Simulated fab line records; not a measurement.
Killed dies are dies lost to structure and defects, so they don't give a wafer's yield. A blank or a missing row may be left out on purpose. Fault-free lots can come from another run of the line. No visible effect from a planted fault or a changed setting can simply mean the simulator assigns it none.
fab line records | flow sky130
record lots=6 | wafers=18 | lastDay=51
route steps=708 shown GATE_OXIDE@192 POLY_GATE@204 RES_PROTECT@206
lots with no fault: from the same line, run without faults
startH: hours from the record's first day to the start of the lot's first wafer shown | waitH: hours elapsed since this lot's preceding step | " repeats the value in the row above | L1.1+2: a row that stands for several wafers | - no value, or no start was given | * or withheld: withheld | < > ~ a bound
route shown NAME@n: NAME is a module with steps in the file, n the number in the route of the first one | usual: mean and standard deviation over wafers with no fault | same: alike in all rows | chamber/n: place in a boat | sites: per-site readings | _std_site: how widely they spread, as a standard deviation | _edge_site: mean of outer sites minus mean of inner sites | radiusMm: for every site, how far away it sits from the centre of the wafer | mask NAME#n: copy n | behind: the last tool/chamber to shape the wafer | hold: cause of the lot's hold/its duration in hours/its outcome | device: which transistor (n, p or np) failed to switch | end of line: at the end of the route, the tests of the same wafers | a step with no rows: only its recipe | killed: not the wafer's yield, but the dies lost to structure and defects at the first sort | map: the dies of a wafer, with x for killed, . for not killed, _ for no die there
set.NAME: the run value of the setting; set.NAME@STEP: its run value at that earlier step | model.NAME: the simulator's own value behind a step, which no gauge read
lots at selected steps of the route; one table per step, one row per wafer
services: when a tool's chamber went out of use (startH, in hours from the record's first day, below 0 if earlier), for how many hours, and the reason
## steps
# step SKY_GATE_OXIDE_COAT_05
# recipe resist=NOVOLAK | spinRpm=3000 | resistThkNm=1140
# step SKY_GATE_OXIDE_SOFTBAKE_06
# recipe tempC=90 | timeS=60 | resist=NOVOLAK
# step SKY_GATE_OXIDE_EXPOSE_07
# recipe maskId=LVOM | na=0.6 | sourceShape=conventional | sigmaOuter=0.6 | polarization=unpolarized | targetCdNm=600 | doseMj=170
# step SKY_GATE_OXIDE_PEB_08
# recipe tempC=withheld | timeS=* | resist=NOVOLAK
# step SKY_GATE_OXIDE_DEVELOP_09
# recipe resist=NOVOLAK | developer=TMAH | developTimeS=60 | devTempC=23
# step SKY_GATE_OXIDE_OVL_MEAS_10
# usual GATE_OXIDE_OVL=-0.4/1.6
lot.wafer | tool       | chamber | startH | waitH | GATE_OXIDE_OVL[nm]
L295.2    | overlay-02 | -       | 333.15 | 0.1   | 0.6
L295.3    | "          | -       | "      | "     | 0.0
L295.6    | "          | -       | "      | "     | -0.3
L299.1    | overlay-01 | -       | 355.95 | 0.1   | 1.2
L299.4    | "          | -       | "      | "     | 0.9
L299.5    | "          | -       | "      | "     | 0.6
L300.1    | overlay-02 | -       | 365.55 | 0.1   | 0.7
L300.2    | "          | -       | "      | "     | 1.0
L300.4    | "          | -       | "      | "     | -1.6
L310.1    | overlay-02 | -       | 445.48 | 0.1   | 0.0
L310.5    | "          | -       | "      | "     | -0.5
L310.6    | "          | -       | "      | "     | 0.0
L314.1    | overlay-01 | -       | 478.90 | 0.1   | -0.2
L314.4    | "          | -       | "      | "     | -0.4
L314.6    | "          | -       | "      | "     | 0.7
L316.2    | overlay-01 | -       | 504.66 | 0.1   | -0.2
L316.4    | "          | -       | "      | "     | -0.1
L316.5    | "          | -       | "      | "     | -0.5
# step SKY_GATE_OXIDE_IMPLANT_11
# recipe species=B | energyKev=10 | doseCm2=2.575e+12 | tiltDeg=withheld
# step SKY_GATE_OXIDE_WET_ETCH_12
# recipe chemistry=dHF | targetDepthNm=16.8 | dry=n2Spin | target=SiO2 | dilution=100:1 | tempC=25 | timeS=336
# step SKY_GATE_OXIDE_STRIP_13
# recipe chemistry=O2/N2 | powerW=1400 | pressureMtorr=1500 | platenTempC=withheld | o2FlowSccm=3000 | n2FlowSccm=300 | overashFraction=0.5
# usual drypumpMotorCurrentA=5.8/0.44 | oesProductAu=0.715/0.0045 | stripTimeToEndpointS=14.19/0.038
lot.wafer | tool           | chamber | startH | waitH | drypumpMotorCurrentA | oesProductAu | rfHoursCounterH | stripTimeToEndpointS
L295.2    | plasmaAsher-04 | 1       | 333.44 | 0.0   | 5.7                  | 0.720        | 64              | 14.23
L295.3    | "              | 0       | "      | "     | 6.2                  | 0.713        | -               | 14.20
L295.6    | "              | 1       | "      | "     | 5.7                  | 0.719        | -               | 14.20
L299.1    | plasmaAsher-02 | 0       | 356.24 | 0.0   | 5.7                  | 0.720        | 22              | 14.27
L299.4    | "              | 1       | "      | "     | 6.3                  | 0.708        | -               | 14.27
L299.5    | "              | 1       | "      | "     | 6.3                  | 0.721        | -               | 14.29
L300.1    | plasmaAsher-02 | 0       | 365.84 | 0.0   | 5.7                  | 0.709        | 23              | 14.23
L300.2    | "              | 1       | "      | "     | 6.3                  | 0.711        | 23              | 14.23
L300.4    | "              | 1       | "      | "     | 6.3                  | 0.715        | -               | 14.24
L310.1    | plasmaAsher-01 | 1       | 445.77 | 0.0   | 5.7                  | 0.716        | 75              | 14.17
L310.5    | "              | 0       | "      | "     | 5.0                  | 0.714        | -               | 14.24
L310.6    | "              | 1       | "      | "     | 5.7                  | 0.712        | -               | 14.21
L314.1    | plasmaAsher-04 | 0       | 479.19 | 0.0   | 6.2                  | 0.707        | 5               | 14.12
L314.4    | "              | 0       | "      | "     | 6.2                  | 0.718        | -               | 14.16
L314.6    | "              | 1       | "      | "     | 5.7                  | 0.714        | -               | 14.15
L316.2    | plasmaAsher-04 | 0       | 504.94 | 0.0   | 6.2                  | 0.722        | 8               | 14.15
L316.4    | "              | 1       | "      | "     | 5.7                  | 0.707        | -               | 14.10
L316.5    | "              | 1       | "      | "     | 5.6                  | 0.713        | -               | 14.15
# step SKY_GATE_OXIDE_TW_MEAS_14
# usual GATE_OXIDE_TW=225.6/1.1
lot.wafer | tool         | chamber | startH | waitH | GATE_OXIDE_TW
L295.2    | filmMetro-01 | -       | 333.55 | 0.1   | 224.4
L295.3    | "            | -       | "      | "     | 225.2
L295.6    | "            | -       | "      | "     | 224.1
L299.1    | filmMetro-02 | -       | 356.34 | 0.1   | 227.6
L299.4    | "            | -       | "      | "     | 227.0
L299.5    | "            | -       | "      | "     | 227.1
L300.1    | filmMetro-02 | -       | 365.94 | 0.1   | 225.0
L300.2    | "            | -       | "      | "     | 225.8
L300.4    | "            | -       | "      | "     | 224.5
L310.1    | filmMetro-04 | -       | 445.87 | 0.1   | 223.4
L310.5    | "            | -       | "      | "     | 224.4
L310.6    | "            | -       | "      | "     | 223.8
L314.1    | filmMetro-04 | -       | 479.29 | 0.1   | 224.8
L314.4    | "            | -       | "      | "     | 225.7
L314.6    | "            | -       | "      | "     | 225.0
L316.2    | filmMetro-02 | -       | 505.05 | 0.1   | 224.9
L316.4    | "            | -       | "      | "     | 224.8
L316.5    | "            | -       | "      | "     | 225.8
# step SKY_GATE_OXIDE_CLEAN_15
# recipe chemistry=SC1/SC2 | mix=1:4:20 | tempC=70 | timeS=150 | dry=n2Spin
# step SKY_GATE_OXIDE_OXIDATION_16
# recipe tempC=800 | ambient=O2 | idleTempC=700 | rampUpCPerMin=10 | rampDownCPerMin=3 | stabiliseS=600 | purgeS=300 | targetThkA=35.7 | oxTimeS=1915
# step SKY_POLY_GATE_CVD_00
# recipe material=poly-Si | targetThkNm=180 | tempC=620 | timeS=720 | pressureMtorr=200
# usual zonePowerCentrePct=9.80/0.11
lot.wafer | tool     | chamber | startH | waitH | zonePowerCentrePct | model.poly-Si_of_POLY_GATE_CVD_00.thkNm
L295.2    | lpcvd-01 | 1       | 336.28 | 0.3   | 9.85               | 180.6
L295.3    | "        | 1       | "      | "     | 9.76               | 179
L295.6    | "        | 1       | "      | "     | 9.79               | 179.7
L299.1    | lpcvd-01 | 1       | 358.59 | 0.0   | 9.74               | 258.4
L299.4    | "        | 1       | "      | "     | 9.69               | 259.8
L299.5    | "        | 1       | "      | "     | 9.70               | 259.7
L300.1    | lpcvd-01 | 1       | 368.56 | 0.0   | 9.53               | 261
L300.2    | "        | 1       | "      | "     | 9.88               | 259.8
L300.4    | "        | 1       | "      | "     | 9.70               | 261.7
L310.1    | lpcvd-01 | 1       | 448.43 | 0.0   | 9.98               | 181.8
L310.5    | "        | 1       | "      | "     | 9.78               | 182.8
L310.6    | "        | 1       | "      | "     | 9.62               | 182
L314.1    | lpcvd-01 | 0       | 480.94 | 0.0   | 10.04              | 182.1
L314.4    | "        | 0       | "      | "     | 10.00              | 181.8
L314.6    | "        | 0       | "      | "     | 9.93               | 180.8
L316.2    | lpcvd-01 | 1       | 506.69 | 0.0   | 9.75               | 178.4
L316.4    | "        | 1       | "      | "     | 9.83               | 179.9
L316.5    | "        | 1       | "      | "     | 9.79               | 180.1
# step SKY_POLY_GATE_THK_MEAS_01
# recipe reads=poly-Si_of_POLY_GATE_CVD_00
# usual POLY_GATE_CVD_00_THK=180.5/1.4
lot.wafer | tool         | chamber | startH | waitH | POLY_GATE_CVD_00_THK[nm]
L295.2    | filmMetro-02 | -       | 338.09 | 0.0   | 180.6
L295.3    | "            | -       | "      | "     | 179.0
L295.6    | "            | -       | "      | "     | 179.7
L299.1    | filmMetro-03 | -       | 359.79 | 0.0   | 258.3
L299.4    | "            | -       | "      | "     | 259.7
L299.5    | "            | -       | "      | "     | 259.9
L300.1    | filmMetro-03 | -       | 369.76 | 0.0   | 261.1
L300.2    | "            | -       | "      | "     | 259.5
L300.4    | "            | -       | "      | "     | 261.7
L310.1    | filmMetro-02 | -       | 449.63 | 0.0   | 181.8
L310.5    | "            | -       | "      | "     | 183.0
L310.6    | "            | -       | "      | "     | 182.0
L314.1    | filmMetro-04 | -       | 482.14 | 0.0   | 181.9
L314.4    | "            | -       | "      | "     | 181.8
L314.6    | "            | -       | "      | "     | 180.7
L316.2    | filmMetro-04 | -       | 507.90 | 0.0   | 178.5
L316.4    | "            | -       | "      | "     | 180.0
L316.5    | "            | -       | "      | "     | 180.1
# step SKY_RES_PROTECT_DEHYDRATE_00
# recipe tempC=200 | timeS=60
# step SKY_RES_PROTECT_HMDS_01
# recipe primeTimeS=60 | primeTempC=120
# step SKY_RES_PROTECT_COAT_02
# recipe resist=NOVOLAK | spinRpm=3000 | resistThkNm=1140
# step SKY_RES_PROTECT_SOFTBAKE_03
# recipe tempC=90 | timeS=60 | resist=NOVOLAK
# step SKY_RES_PROTECT_EXPOSE_04
# recipe maskId=RPM | na=0.6 | sourceShape=conventional | sigmaOuter=0.6 | polarization=unpolarized | targetCdNm=1270 | doseMj=131
# step SKY_RES_PROTECT_PEB_05
# recipe tempC=withheld | timeS=* | resist=NOVOLAK
# step SKY_RES_PROTECT_DEVELOP_06
# recipe resist=NOVOLAK | developer=TMAH | developTimeS=60 | devTempC=23
# step SKY_POLY_GATE_IMPLANT_02
# recipe species=P | energyKev=30 | doseCm2=7.7e+15 | tiltDeg=0
# step SKY_RES_PROTECT_STRIP_07
# recipe chemistry=O2/N2 | powerW=1400 | pressureMtorr=1500 | platenTempC=withheld | o2FlowSccm=3000 | n2FlowSccm=300 | overashFraction=0.5
# usual drypumpMotorCurrentA=5.6/0.43 | oesProductAu=0.517/0.0046 | stripTimeToEndpointS=23.29/0.045
lot.wafer | tool           | chamber | startH | waitH | drypumpMotorCurrentA | oesProductAu | rfHoursCounterH | stripTimeToEndpointS
L295.2    | plasmaAsher-03 | 0       | 365.85 | 0.1   | 5.7                  | 0.518        | 53              | 23.26
L295.3    | "              | 0       | "      | "     | 5.7                  | 0.521        | -               | 23.29
L295.6    | "              | 0       | "      | "     | 5.7                  | 0.515        | -               | 23.26
L299.1    | plasmaAsher-01 | 0       | 388.00 | 0.1   | 5.0                  | 0.520        | 69              | 23.35
L299.4    | "              | 0       | "      | "     | 5.0                  | 0.520        | -               | 23.41
L299.5    | "              | 0       | "      | "     | 5.0                  | 0.516        | -               | 23.39
L300.1    | plasmaAsher-02 | 1       | 398.35 | 0.1   | 6.4                  | 0.514        | 26              | 23.28
L300.2    | "              | 0       | "      | "     | 5.7                  | 0.518        | 26              | 23.24
L300.4    | "              | 1       | "      | "     | 6.4                  | 0.513        | -               | 23.25
L310.1    | plasmaAsher-01 | 1       | 480.80 | 0.1   | 5.7                  | 0.514        | 79              | 23.34
L310.5    | "              | 0       | "      | "     | 5.0                  | 0.509        | -               | 23.34
L310.6    | "              | 1       | "      | "     | 5.7                  | 0.520        | -               | 23.33
L314.1    | plasmaAsher-01 | 0       | 513.15 | 0.1   | 5.0                  | 0.516        | 82              | 23.25
L314.4    | "              | 0       | "      | "     | 5.0                  | 0.519        | -               | 23.22
L314.6    | "              | 0       | "      | "     | 5.0                  | 0.512        | -               | 23.29
L316.2    | plasmaAsher-01 | 0       | 538.65 | 0.1   | 5.0                  | 0.513        | 85              | 23.27
L316.4    | "              | 1       | "      | "     | 5.7                  | 0.524        | -               | 23.26
L316.5    | "              | 1       | "      | "     | 5.7                  | 0.520        | -               | 23.28
# step SKY_RES_PROTECT_TW_MEAS_08
# usual POLY_GATE_TW=4027/43
lot.wafer | tool         | chamber | startH | waitH | POLY_GATE_TW
L295.2    | filmMetro-01 | -       | 365.96 | 0.1   | 4066
L295.3    | "            | -       | "      | "     | 4053
L295.6    | "            | -       | "      | "     | 4087
L299.1    | filmMetro-04 | -       | 388.10 | 0.1   | 4086
L299.4    | "            | -       | "      | "     | 4085
L299.5    | "            | -       | "      | "     | 4060
L300.1    | filmMetro-01 | -       | 398.45 | 0.1   | 4090
L300.2    | "            | -       | "      | "     | 4092
L300.4    | "            | -       | "      | "     | 4076
L310.1    | filmMetro-03 | -       | 480.90 | 0.1   | 3963
L310.5    | "            | -       | "      | "     | 3947
L310.6    | "            | -       | "      | "     | 3980
L314.1    | filmMetro-03 | -       | 513.25 | 0.1   | 3972
L314.4    | "            | -       | "      | "     | 3984
L314.6    | "            | -       | "      | "     | 3983
L316.2    | filmMetro-01 | -       | 538.76 | 0.1   | 4036
L316.4    | "            | -       | "      | "     | 4040
L316.5    | "            | -       | "      | "     | 4021
# step SKY_RES_PROTECT_CLEAN_09
# recipe chemistry=SC1/SC2 | mix=1:4:20 | tempC=70 | timeS=150 | dry=n2Spin
lot.wafer | tool        | chamber | startH | waitH | model.poly-Si_of_POLY_GATE_CVD_00.thkNm
L295.2    | wetBench-03 | 1       | 366.01 | 0.0   | 180
L295.3    | "           | 1       | "      | "     | 178.3
L295.6    | "           | 1       | "      | "     | 179
L299.1    | wetBench-03 | 2       | 388.16 | 0.1   | 257.8
L299.4    | "           | 2       | "      | "     | 259.2
L299.5    | "           | 2       | "      | "     | 259.1
L300.1    | wetBench-03 | 1       | 398.51 | 0.1   | 260.4
L300.2    | "           | 1       | "      | "     | 259.1
L300.4    | "           | 1       | "      | "     | 261
L310.1    | wetBench-04 | 0       | 480.96 | 0.1   | 181.2
L310.5    | "           | 0       | "      | "     | 182.2
L310.6    | "           | 0       | "      | "     | 181.4
L314.1    | wetBench-03 | 1       | 513.31 | 0.1   | 181.5
L314.4    | "           | 1       | "      | "     | 181.2
L314.6    | "           | 1       | "      | "     | 180.1
L316.2    | wetBench-04 | 2       | 538.81 | 0.0   | 177.8
L316.4    | "           | 2       | "      | "     | 179.3
L316.5    | "           | 2       | "      | "     | 179.5
# step SKY_POLY_GATE_CVD_03
# recipe material=Si3N4 | precursor=DCS/NH3 | targetThkNm=75 | tempC=770 | timeS=1290 | pressureMtorr=250
## services
tool           | chamber | startH | hours | kind
plasmaAsher-04 | -       | 420.62 | 2.8   | pm
plasmaAsher-04 | -       | 423.37 | 9.0   | pm
plasmaAsher-04 | 0       | 423.37 | 9.0   | ventCycle
plasmaAsher-04 | 1       | 423.37 | 9.0   | ventCycle
plasmaAsher-02 | -       | 430.04 | 33.2  | repair
plasmaAsher-04 | 0       | 432.37 | -     | clean
plasmaAsher-04 | 1       | 432.37 | -     | clean
wetBench-04    | -       | 438.07 | 2.2   | repair
plasmaAsher-02 | -       | 454.51 | 1.5   | repair
plasmaAsher-01 | -       | 489.92 | 2.8   | repair
## key
firstSign step=SKY_POLY_GATE_THK_MEAS_01 | reading=POLY_GATE_CVD_00_THK | direction=up | sigmas=55 | usual=180.5 | struck=260.0
effect none on later readings
modelEffect step=SKY_POLY_GATE_CVD_00 | value=poly-Si_of_POLY_GATE_CVD_00.thkNm | without=181.3 | struck=260.1
modelEffect step=SKY_RES_PROTECT_CLEAN_09 | value=poly-Si_of_POLY_GATE_CVD_00.thkNm | without=180.6 | struck=259.4
metAt SKY_POLY_GATE_CVD_00
struckWafers L299.1,L299.4,L299.5,L300.1,L300.2,L300.4
laterRowsLeftOut L299.1,L299.4,L299.5,L300.1,L300.2,L300.4
sortLeftOut L299.1,L299.4,L299.5,L300.1,L300.2,L300.4
testerLeftOut L299,L300
onsetBetween 336.28 358.59
alsoFits SKY_GATE_OXIDE_STRIP_13:plasmaAsher-02
fault kind=processParameterDrift | tool=lpcvd-01 | chamber=1 | onsetH=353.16 | steps=SKY_POLY_GATE_CVD_00 | channel=targetThkNm | offset=78.8 | shape=step | endH=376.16 | stated=180
# testerLeftOut: of these lots the tester's yield and bins aren't shown, on N5 and GAA mostly nor the transistor test; their killed dies are dies lost to structure and defects alone, not to doping, threshold or leakage, so they don't give the yield
# sortLeftOut: the simulated sort isn't trusted on such a fault, so these wafers' sort isn't shown, and their yield isn't known
# laterRowsLeftOut: the simulator's readings of these wafers behind a module that went badly wrong aren't trusted and aren't shown, but for the sort
